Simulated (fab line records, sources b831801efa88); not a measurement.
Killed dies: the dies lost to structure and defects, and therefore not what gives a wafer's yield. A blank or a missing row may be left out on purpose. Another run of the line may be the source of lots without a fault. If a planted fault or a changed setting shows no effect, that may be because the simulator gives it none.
fab line records	flow sky130
record: lots: 12	wafers: 36	last-day: 50
route steps=708 shown FIELD_ISO@5 NWELL@34 VT_ADJUST_HVTP@94
lots that met no fault: from a run of the same line without faults
start-h: hours from the record's opening day to when the first of the lot's shown wafers began	wait-h: time in hours since the lot's previous step	" as in the row above	L1.1+2: one row covering several wafers at once	- no value, or no start given	* or withheld: withheld	< > ~ a bound
route shown NAME@n: names a module that has steps shown in the file, with the first one's number in the route	usual: the fault-free wafers' mean and standard deviation	same: alike in all rows	chamber/n: place in a boat	sites: each site's reading	_std_site: the values' standard deviation	_edge_site: mean of outer sites minus mean of inner sites	radius-mm: for every site, how far away it sits from the centre of the wafer	mask NAME#n: copy n	behind: tool/chamber where the wafer was last shaped	hold: what put the lot on hold/how long, in hours/how the hold closed	device: transistor that didn't switch, given as n, p or np	end of line: at the end of the route, the tests of the same wafers	for a step that has no rows: nothing shown but its recipe	killed: not the wafer's yield, but the dies lost to structure and defects at the first sort	map: dies across one wafer; x = killed, . = not, _ = none there
set.NAME: the setting that was run; set.NAME@STEP: the one run at that earlier step	model.NAME: the simulator's own value behind a step, which no gauge read
a sample of lots followed through the steps of the route, with each step as a table and each wafer as a row
services: from which hour (start-h, from the record's first day; less than 0 if before it) a tool's chamber was out of use, for how many hours, and why
== steps ==
step: SKY_FIELD_ISO_THK_MEAS_04
recipe: reads: Si3N4_of_FIELD_ISO_CVD_03
usual: FIELD_ISO_CVD_03_THK: 164.2/1.8
lot.wafer	tool	chamber	start-h	wait-h	FIELD_ISO_CVD_03_THK[nm]
L848.1	film-metro-02	-	15.27	0.0	166.1
L848.5	"	-	"	"	165.0
L848.6	"	-	"	"	164.6
L850.2	film-metro-02	-	27.30	0.0	162.3
L850.3	"	-	"	"	162.8
L850.4	"	-	"	"	161.7
L851.2	film-metro-04	-	31.55	0.0	164.9
L851.5	"	-	"	"	164.3
L851.6	"	-	"	"	166.0
L852.3	film-metro-04	-	39.66	0.0	163.5
L852.4	"	-	"	"	164.1
L852.6	"	-	"	"	164.2
L854.2	film-metro-02	-	49.41	0.0	160.4
L854.3	"	-	"	"	159.6
L854.6	"	-	"	"	159.3
L858.1	film-metro-04	-	64.16	0.0	168.0
L858.5	"	-	"	"	166.6
L858.6	"	-	"	"	167.4
L861.1	film-metro-02	-	87.24	0.0	164.2
L861.3	"	-	"	"	164.9
L861.5	"	-	"	"	163.8
L863.1	film-metro-03	-	91.59	0.0	163.0
L863.3	"	-	"	"	164.3
L863.5	"	-	"	"	163.7
L864.3	film-metro-03	-	95.96	0.0	164.6
L864.5	"	-	"	"	164.7
L864.6	"	-	"	"	164.5
L867.2	film-metro-03	-	110.49	0.0	162.7
L867.3	"	-	"	"	163.7
L867.4	"	-	"	"	163.6
L869.2	film-metro-04	-	119.93	0.0	166.0
L869.4	"	-	"	"	166.0
L869.6	"	-	"	"	167.0
L871.1	film-metro-04	-	129.65	0.0	166.4
L871.2	"	-	"	"	167.4
L871.4	"	-	"	"	167.0
step: SKY_FIELD_ISO_ETCH_17
recipe: target-depth-a: 3420	mask-material: Si3N4	chemistry: HBr/Cl2/O2	target: Si	taper-deg: 5	icp-w: 600	bias-w: 150	pressure-mtorr: 15	HBr_flow_sccm: 150	Cl2_flow_sccm: 40	O2_flow_sccm: 6	time-s: 97.7
usual: drypump-motor-current-A: 5.70/0.25	oes-product-au: 1.003/0.0093	throttle-valve-pct: 25.654/0.011
lot.wafer	tool	chamber	start-h	wait-h	drypump-motor-current-A	oes-product-au	rf-hours-counter-h	throttle-valve-pct
L848.1	rie-si-02	1	30.44	0.1	5.37	1.022	2	25.628
L848.5	"	1	"	"	5.36	1.019	-	25.661
L848.6	"	2	"	"	5.63	1.006	-	25.654
L850.2	rie-si-02	2	42.24	0.1	5.60	1.001	14	25.663
L850.3	"	1	"	"	5.36	1.017	2	25.631
L850.4	"	0	"	"	5.26	1.016	142	25.664
L851.2	rie-si-01	1	46.44	0.1	5.58	0.992	112	25.657
L851.5	"	2	"	"	5.86	1.004	-	25.649
L851.6	"	3	"	"	5.96	1.007	-	25.654
L852.3	rie-si-01	1	54.79	0.0	5.57	0.982	112	25.652
L852.4	"	0	"	"	5.99	1.008	150	25.649
L852.6	"	0	"	"	6.01	1.014	-	25.633
L854.2	rie-si-02	3	65.14	0.1	5.94	1.008	55	25.649
L854.3	"	0	"	"	5.26	1.001	142	25.650
L854.6	"	2	"	"	5.62	1.000	-	25.659
L858.1	rie-si-02	0	80.59	0.1	5.27	1.012	142	25.651
L858.5	"	0	"	"	5.27	1.002	-	25.652
L858.6	"	3	"	"	5.96	0.994	-	25.667
L861.1	rie-si-01	2	104.24	0.1	5.87	0.998	9	25.675
L861.3	"	3	"	"	5.95	1.007	3	25.648
L861.5	"	2	"	"	5.87	1.003	-	25.660
L863.1	rie-si-02	3	110.04	0.1	5.94	1.003	56	25.662
L863.3	"	1	"	"	5.37	1.007	3	25.651
L863.5	"	3	"	"	5.95	0.994	-	25.672
L864.3	rie-si-02	3	114.59	0.0	5.96	0.996	56	25.657
L864.5	"	1	"	"	5.37	1.020	-	25.627
L864.6	"	0	"	"	5.28	1.013	-	25.634
L867.2	rie-si-02	1	128.09	0.1	5.39	1.010	3	25.642
L867.3	"	3	"	"	5.90	1.003	56	25.652
L867.4	"	2	"	"	5.58	1.007	-	25.675
L869.2	rie-si-01	3	138.59	0.1	5.92	1.001	4	25.650
L869.4	"	1	"	"	5.58	0.990	113	25.662
L869.6	"	0	"	"	5.99	0.996	-	25.663
L871.1	rie-si-02	0	149.59	0.1	5.26	0.999	0	25.657
L871.2	"	1	"	"	5.34	1.012	3	25.630
L871.4	"	3	"	"	5.93	0.998	56	25.662
step: SKY_NWELL_THK_MEAS_02
recipe: reads: SiO2_of_NWELL_OXIDATION_01
usual: NWELL_OXIDATION_THK: 9.99/0.19
lot.wafer	tool	chamber	start-h	wait-h	NWELL_OXIDATION_THK[nm]
L848.1	film-metro-02	-	39.92	0.0	10.03
L848.5	"	-	"	"	10.02
L848.6	"	-	"	"	9.93
L850.2	film-metro-02	-	48.08	0.0	10.03
L850.3	"	-	"	"	9.87
L850.4	"	-	"	"	9.75
L851.2	film-metro-02	-	52.47	0.0	9.96
L851.5	"	-	"	"	9.74
L851.6	"	-	"	"	9.94
L852.3	film-metro-02	-	60.97	0.0	9.97
L852.4	"	-	"	"	9.97
L852.6	"	-	"	"	10.00
L854.2	film-metro-01	-	70.91	0.0	9.95
L854.3	"	-	"	"	9.99
L854.6	"	-	"	"	10.01
L858.1	film-metro-01	-	86.51	0.0	9.58
L858.5	"	-	"	"	9.39
L858.6	"	-	"	"	9.52
L861.1	film-metro-02	-	115.26	0.0	10.07
L861.3	"	-	"	"	10.08
L861.5	"	-	"	"	9.91
L863.1	film-metro-01	-	120.84	0.0	9.91
L863.3	"	-	"	"	10.04
L863.5	"	-	"	"	9.98
L864.3	film-metro-04	-	123.75	0.0	10.11
L864.5	"	-	"	"	10.16
L864.6	"	-	"	"	10.23
L867.2	film-metro-04	-	133.72	0.0	10.19
L867.3	"	-	"	"	10.19
L867.4	"	-	"	"	10.19
L869.2	film-metro-02	-	145.36	0.0	10.30
L869.4	"	-	"	"	10.19
L869.6	"	-	"	"	10.13
L871.1	film-metro-01	-	156.62	0.0	10.13
L871.2	"	-	"	"	10.22
L871.4	"	-	"	"	10.10
step: SKY_VT_ADJUST_HVTP_IMPLANT_09
recipe: species: As	energy-kev: 150	dose-cm2: 4.3e+12	tilt-deg: withheld
usual: beam-energy-keV: 150.00/0.043	dose-ions-cm2: 4.3e+12/4.1e+09	faraday-current-uA: 24.3/0.47
lot.wafer	tool	chamber	start-h	wait-h	beam-energy-keV	dose-ions-cm2	faraday-current-uA
L848.1	implanter-03	0	123.43	0.0	149.99	4.296e+12	25.0
L848.5	"	0	"	"	149.96	4.299e+12	23.9
L848.6	"	0	"	"	149.98	4.302e+12	24.3
L850.2	implanter-03	0	133.20	0.0	150.00	4.297e+12	23.5
L850.3	"	0	"	"	149.98	4.293e+12	24.6
L850.4	"	0	"	"	150.02	4.296e+12	24.2
L851.2	implanter-02	0	138.15	0.0	149.98	4.303e+12	24.5
L851.5	"	0	"	"	150.01	4.306e+12	24.0
L851.6	"	0	"	"	150.06	4.304e+12	24.8
L852.3	implanter-02	0	147.83	0.1	150.00	4.3e+12	23.4
L852.4	"	0	"	"	149.94	4.298e+12	24.0
L852.6	"	0	"	"	149.91	4.302e+12	24.0
L854.2	implanter-03	0	160.55	0.0	150.03	4.298e+12	24.7
L854.3	"	0	"	"	150.01	4.296e+12	24.3
L854.6	"	0	"	"	150.00	4.294e+12	23.3
L858.1	implanter-02	0	180.02	0.0	150.08	4.296e+12	24.8
L858.5	"	0	"	"	149.99	4.3e+12	24.0
L858.6	"	0	"	"	150.03	4.302e+12	24.1
L861.1	implanter-01	0	216.07	0.0	149.97	4.294e+12	24.2
L861.3	"	0	"	"	149.98	4.301e+12	24.7
L861.5	"	0	"	"	150.00	4.301e+12	25.5
L863.1	implanter-03	0	223.02	0.0	150.04	4.298e+12	23.8
L863.3	"	0	"	"	149.97	4.299e+12	24.3
L863.5	"	0	"	"	150.00	4.295e+12	24.7
L864.3	implanter-03	0	225.62	0.1	165.95	4.299e+12	24.3
L864.5	"	0	"	"	165.94	4.298e+12	24.0
L864.6	"	0	"	"	165.91	4.295e+12	24.3
L867.2	implanter-03	0	239.95	0.0	165.92	4.307e+12	24.0
L867.3	"	0	"	"	165.89	4.298e+12	24.1
L867.4	"	0	"	"	165.88	4.307e+12	24.0
L869.2	implanter-01	0	255.09	0.0	150.02	4.292e+12	24.1
L869.4	"	0	"	"	150.01	4.305e+12	24.8
L869.6	"	0	"	"	150.00	4.295e+12	24.3
L871.1	implanter-02	0	268.33	0.0	150.01	4.304e+12	24.0
L871.2	"	0	"	"	150.00	4.301e+12	24.3
L871.4	"	0	"	"	149.97	4.299e+12	23.4
step: SKY_VT_ADJUST_HVTP_TW_MEAS_11
usual: VT_ADJUST_HVTP_TW: 1352/13
lot.wafer	tool	chamber	start-h	wait-h	VT_ADJUST_HVTP_TW
L848.1	film-metro-01	-	123.68	0.1	1349
L848.5	"	-	"	"	1352
L848.6	"	-	"	"	1352
L850.2	film-metro-02	-	133.44	0.1	1362
L850.3	"	-	"	"	1365
L850.4	"	-	"	"	1374
L851.2	film-metro-02	-	138.39	0.1	1364
L851.5	"	-	"	"	1369
L851.6	"	-	"	"	1367
L852.3	film-metro-01	-	148.05	0.1	1358
L852.4	"	-	"	"	1354
L852.6	"	-	"	"	1360
L854.2	film-metro-01	-	160.78	0.1	1358
L854.3	"	-	"	"	1355
L854.6	"	-	"	"	1360
L858.1	film-metro-01	-	180.27	0.1	1354
L858.5	"	-	"	"	1353
L858.6	"	-	"	"	1351
L861.1	film-metro-03	-	216.32	0.1	1321
L861.3	"	-	"	"	1333
L861.5	"	-	"	"	1332
L863.1	film-metro-01	-	223.27	0.1	1361
L863.3	"	-	"	"	1364
L863.5	"	-	"	"	1357
L864.3	film-metro-01	-	225.84	0.1	1390
L864.5	"	-	"	"	1398
L864.6	"	-	"	"	1390
L867.2	film-metro-01	-	240.19	0.1	1384
L867.3	"	-	"	"	1385
L867.4	"	-	"	"	1382
L869.2	film-metro-02	-	255.33	0.1	1367
L869.4	"	-	"	"	1372
L869.6	"	-	"	"	1365
L871.1	film-metro-03	-	268.58	0.1	1328
L871.2	"	-	"	"	1329
L871.4	"	-	"	"	1327
== services ==
tool	chamber	start-h	hours	kind
implanter-02	-	22.94	0.7	repair
rie-si-02	-	23.21	2.8	pm
rie-si-02	2	34.29	3.1	repair
implanter-02	-	52.13	3.1	repair
implanter-02	-	53.57	9.4	repair
rie-si-02	-	59.10	0.3	repair
rie-si-01	0	81.29	-	clean
rie-si-01	0	81.29	30.4	scheduled-down
rie-si-01	0	81.29	30.4	vent-cycle
implanter-03	-	104.63	2.1	repair
rie-si-02	1	113.19	0.9	repair
rie-si-02	0	116.65	-	clean
rie-si-02	0	116.65	25.0	scheduled-down
rie-si-02	0	116.65	25.0	vent-cycle
rie-si-02	3	135.10	7.5	repair
implanter-03	-	162.82	2.0	repair
implanter-02	-	163.75	3.3	pm
rie-si-02	3	192.17	5.4	repair
implanter-01	-	224.38	3.3	pm
implanter-03	-	228.01	4.3	repair
rie-si-01	1	242.45	-	clean
rie-si-01	1	242.45	20.0	scheduled-down
implanter-03	-	260.37	1.6	repair
implanter-03	-	262.68	1.8	repair
== key ==
first-sign: step: SKY_VT_ADJUST_HVTP_IMPLANT_09	reading: beam-energy-keV	direction: up	sigmas: 99+	usual: *	struck: *
effect: step: SKY_VT_ADJUST_HVTP_TW_MEAS_11	reading: VT_ADJUST_HVTP_TW	direction: up	sigmas: 2.7	usual: 1352	struck: 1388
met-at SKY_VT_ADJUST_HVTP_IMPLANT_09
struck-lots L864,L867
tester-left-out L864,L867
not-acting-at SKY_FIELD_ISO_THK_MEAS_04,SKY_FIELD_ISO_ETCH_17,SKY_NWELL_THK_MEAS_02
onset-between 223.02 225.62
fault: kind: process-parameter-drift	tool: implanter-03	chamber: -	onset-h: 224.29	steps: SKY_VT_ADJUST_HVTP_IMPLANT_09	channel: energy-kev	offset: *	shape: step	end-h: 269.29	acts-in: *	stated: *
tester-left-out: of these lots the tester's yield and bins aren't shown, on N5 and GAA mostly nor the transistor test; their killed dies are dies lost to structure and defects alone, not to doping, threshold or leakage, so they don't give the yield
